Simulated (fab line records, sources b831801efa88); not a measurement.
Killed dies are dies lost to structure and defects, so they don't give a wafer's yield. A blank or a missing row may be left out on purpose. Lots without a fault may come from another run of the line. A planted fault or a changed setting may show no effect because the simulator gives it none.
Chamber matching | flow sky130 | SKY_VIA2_ETCH_14 on rie_diel-03: 4 sister chambers
The step etches BARC in N2/H2, stops on SiO2, time 45.9 s, target depth 60 nm. 4 wafers are shown with their chamber, then 7 later ones without.

WAFERS WITH THEIR CHAMBER
wafer  | chamber | oes_product_au (a.u.)
L080.3 | 3       | 0.858
L083.3 | 1       | 0.851
L091.1 | 2       | 0.861
L091.3 | 0       | 0.852

WAFERS WITHOUT THEIR CHAMBER
wafer  | oes_product_au (a.u.)
L091.4 | 0.856
L094.1 | 0.855
L094.3 | 0.845
L094.6 | 0.851
L097.3 | 0.858
L097.4 | 0.858
L097.5 | 0.866

WHICH CHAMBER EACH WENT THROUGH
wafer  | from the rows above               | in truth
L091.4 | can't be placed: 3 or 0 or 1 or 2 | 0
L094.1 | can't be placed: 0 or 3 or 1 or 2 | 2
L094.3 | can't be placed: 1 or 0           | 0
L094.6 | can't be placed: 1 or 0           | 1
L097.3 | can't be placed: 3 or 2 or 0      | 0
L097.4 | can't be placed: 3 or 2 or 0      | 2
L097.5 | can't be placed: 2 or 3           | 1
Placed correctly: 0 of 7. Can't be placed from these rows: 7 (the true chamber is among the candidates in 6). Placed wrongly: 0.
How it was worked out, from the rows above alone: a wafer's distance from a chamber is the root of the sum, over the readings, of the square of ((its reading less the chamber's mean) divided by the reading's scatter). The wafer belongs to the nearest chamber; if the next one is less than 2 further off, it can't be placed. A chamber's mean is the mean of its shown wafers. The scatter: with one shown wafer a chamber, the root of the mean of the squares of how far each hidden wafer lies from its nearest shown one.
